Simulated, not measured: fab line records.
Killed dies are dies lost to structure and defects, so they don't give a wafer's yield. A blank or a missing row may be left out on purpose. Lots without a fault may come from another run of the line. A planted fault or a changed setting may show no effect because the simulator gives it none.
A struck lot beside a sound one    flow sfq line    42 out of 325 route steps
Sound: these wafers, L481.1, L481.2, L481.3. Struck: wafer L487.4. (L487.2, L487.6 of the same lot were not struck and are left out.) The cause comes at the end.
Per side, at each step with rows, come the tool, then ch with its chambers, and then its first start. Under that, the readings that differ: sound wafers    struck wafers    difference of the means    sigmas: that difference in standard deviations of wafers without a fault.
alike: readings with means less than 2 such deviations apart, plus words and numbers identical on both sides. not compared: withheld readings, readings lacking a value on some wafer, bounds such as >300 that could conceal the same value, and numbers that have no deviation in the record and whose values overlap.
A row with sigmas, a row that says differs or no value, or rows on one side alone: a step with any of these is where the two part. Numbers that have no deviation but don't overlap get no sigmas and don't part them. A reading that every wafer of one side lacks parts them only if that side has two wafers or more.

first, 6 steps without rows for these wafers: SFQ_TRILAYER_I3_VIA_LITHO_COAT_090 (resist thk 62 nm); SFQ_TRILAYER_I3_VIA_LITHO_COAT_085 (resist thk 650 nm); SFQ_TRILAYER_I3_VIA_LITHO_SOFTBAKE_089; SFQ_TRILAYER_I3_VIA_LITHO_EXPOSE_086 (exposes mask I3, target cd 500 nm); SFQ_TRILAYER_I3_VIA_LITHO_PEB_088 (peb time 60 s); SFQ_TRILAYER_I3_VIA_LITHO_DEVELOP_087 (time 60 s).
SFQ_I3_OVL_MEAS_923:
  struck on overlay-01, day 53 02:32; sound on overlay-01, day 50 21:18
  alike: I3_OVL
SFQ_TRILAYER_I3_VIA_BARC_OPEN_VIA_ETCH_121: etches BARC in O2, target depth 125 nm, time 41.7 s.
  sound on rie diel-03 ch 1,2,3, day 50 21:20; struck on rie diel-03 ch 1, day 53 02:34
reading                 sound   struck  difference  sigmas
rf hours counter h (h)  4 5 15  16      +8          
  alike: drypump motor current A, oes product au
then, 1 step without rows for these wafers: SFQ_TRILAYER_I3_VIA_ETCH_VIA_ETCH_088 (etches SiO2 in CHF3, stops on Nb, target depth 260 nm).
SFQ_TRILAYER_I3_VIA_STRIP_STRIP_089: strips in O2.
  sound on rie metal-03 ch 0,1, day 50 21:29; struck on rie metal-03 ch 1, day 53 02:43
reading                sound              struck  difference  sigmas
oes product au (a.u.)  0.993 1.012 1.019  0.976   -0.032      -2
  alike: drypump motor current A
  not compared: rf hours counter h
then, 2 steps without rows for these wafers: SFQ_TRILAYER_I3_VIA_STRIP_SOLV_CLEAN_090 (cleans in NMP, time 600 s); SFQ_TRILAYER_M4_DEP_PRE_CLEAN_092 (time 22.5 s).
SFQ_TRILAYER_M4_DEP_SPUTTER_091: material Nb, target thk 200 nm, time 133.3 s.
  struck on pvd sputter-03, day 53 03:44; sound on pvd sputter-04, day 50 22:18
reading                                              sound              struck  difference  sigmas
model.Nb_of_TRILAYER_M4_DEP_SPUTTER_091.thk nm (nm)  195.3 199.2 198.8  246.6   +48.8       
  alike: substrate temp c, throttle valve pct
SFQ_M4_RS_MEAS_924: measures by four-point-probe.
  struck on film metro-01, day 53 03:50; sound on film metro-03, day 50 22:23
reading            sound              struck  difference  sigmas
M4_NB_RS (ohm/sq)  0.913 0.895 0.898  0.720   -0.182      -14
then, 6 steps without rows for these wafers: SFQ_TRILAYER_M4_LITHO_COAT_098 (resist thk 62 nm); SFQ_TRILAYER_M4_LITHO_COAT_093 (resist thk 600 nm); SFQ_TRILAYER_M4_LITHO_SOFTBAKE_097; SFQ_TRILAYER_M4_LITHO_EXPOSE_094 (exposes mask M4, target cd 500 nm); SFQ_TRILAYER_M4_LITHO_PEB_096 (peb time 60 s); SFQ_TRILAYER_M4_LITHO_DEVELOP_095 (time 60 s).
-- the record jumps here: 5 days lie between the struck wafers' starts before and after --
SFQ_M4_OVL_MEAS_926:
  struck on overlay-01, day 58 08:25; sound on overlay-01, day 56 08:29
  alike: M4_OVL
SFQ_TRILAYER_M4_BARC_OPEN_METAL_ETCH_123: etches BARC in O2, target depth 125 nm, time 41.7 s.
  sound on rie metal-02 ch 0,1, day 56 08:32; struck on rie metal-02 ch 1, day 58 08:27
  alike: drypump motor current A, oes product au
  not compared: rf hours counter h
SFQ_TRILAYER_M4_ETCH_METAL_ETCH_096: etches Nb in Cl2/Ar, stops on SiO2, target depth 240 nm, time 120 s.
  sound on rie metal-02 ch 0,1, day 56 08:35; struck on rie metal-02 ch 1, day 58 08:31
reading                sound              struck  difference  sigmas
oes product au (a.u.)  0.873 0.896 0.892  1.005   +0.118      +14
  alike: drypump motor current A
  not compared: rf hours counter h
then, 3 steps without rows for these wafers: SFQ_TRILAYER_M4_STRIP_STRIP_097 (strips in O2); SFQ_TRILAYER_M4_STRIP_SOLV_CLEAN_098 (cleans in NMP, time 600 s); SFQ_TRILAYER_I4_DEP_PECVD_099 (deposits SiO2 from SiH4/N2O, time 111.11 s, target thk 500 nm).
SFQ_TRILAYER_I4_CMP_CMP_100: polishes SiO2.
  sound on cmp-01 ch 0,1,3, day 56 10:05; struck on cmp-01 ch 3, day 58 11:35
  alike: motor current A, slurry filter dp kPa, time to endpoint s
SFQ_I4_BOW_MEAS_927:
  struck on film metro-04, day 58 13:07; sound on film metro-04, day 56 12:35
reading      sound   struck  difference  sigmas
I4_BOW (um)  4 6 18  -9      -18         -2
SFQ_TRILAYER_I4_METRO_MEASURE_101:
  struck on film metro-04, day 58 13:25; sound on film metro-04, day 56 12:42
  alike: thk nm
then, 6 steps without rows for these wafers: SFQ_TRILAYER_I4_VIA_LITHO_COAT_108 (resist thk 62 nm); SFQ_TRILAYER_I4_VIA_LITHO_COAT_103 (resist thk 650 nm); SFQ_TRILAYER_I4_VIA_LITHO_SOFTBAKE_107; SFQ_TRILAYER_I4_VIA_LITHO_EXPOSE_104 (exposes mask I4, target cd 700 nm); SFQ_TRILAYER_I4_VIA_LITHO_PEB_106 (peb time 60 s); SFQ_TRILAYER_I4_VIA_LITHO_DEVELOP_105 (time 60 s).
SFQ_I4_OVL_MEAS_928:
  struck on overlay-01, day 58 16:45; sound on overlay-01, day 56 21:20
reading      sound   struck  difference  sigmas
I4_OVL (nm)  -6 0 4  -12     -11         -2
then, 5 steps without rows for these wafers: SFQ_TRILAYER_I4_VIA_BARC_OPEN_VIA_ETCH_146 (etches BARC in O2, target depth 125 nm, time 41.7 s); SFQ_TRILAYER_I4_VIA_ETCH_VIA_ETCH_106 (etches SiO2 in CHF3, stops on Nb, target depth 260 nm); SFQ_TRILAYER_I4_VIA_STRIP_STRIP_107 (strips in O2); SFQ_TRILAYER_I4_VIA_STRIP_SOLV_CLEAN_108 (cleans in NMP, time 600 s); SFQ_TRILAYER_JJ_TRILAYER_DEP_PRE_CLEAN_113 (time 22.5 s).
-- the record jumps here: 23 days lie between the struck wafers' starts before and after --
SFQ_M8_BOW_MEAS_951:
  struck on film metro-01, day 82 04:17; sound on film metro-02, day 74 03:59
reading                        sound                 struck  difference  sigmas
M8_BOW (um)                    13 14 28              2       -16         -2
model.etest.m4.comb log10 ohm  12 12 12              0       -12         
model.etest.m4.ohm sq          0.9115 0.8938 0.8957  0.7221  -0.1782     

WHERE THEY PART
First at SFQ_TRILAYER_I3_VIA_STRIP_STRIP_089; last, within this record, at SFQ_M8_BOW_MEAS_951.

WHY: what the simulator had put in
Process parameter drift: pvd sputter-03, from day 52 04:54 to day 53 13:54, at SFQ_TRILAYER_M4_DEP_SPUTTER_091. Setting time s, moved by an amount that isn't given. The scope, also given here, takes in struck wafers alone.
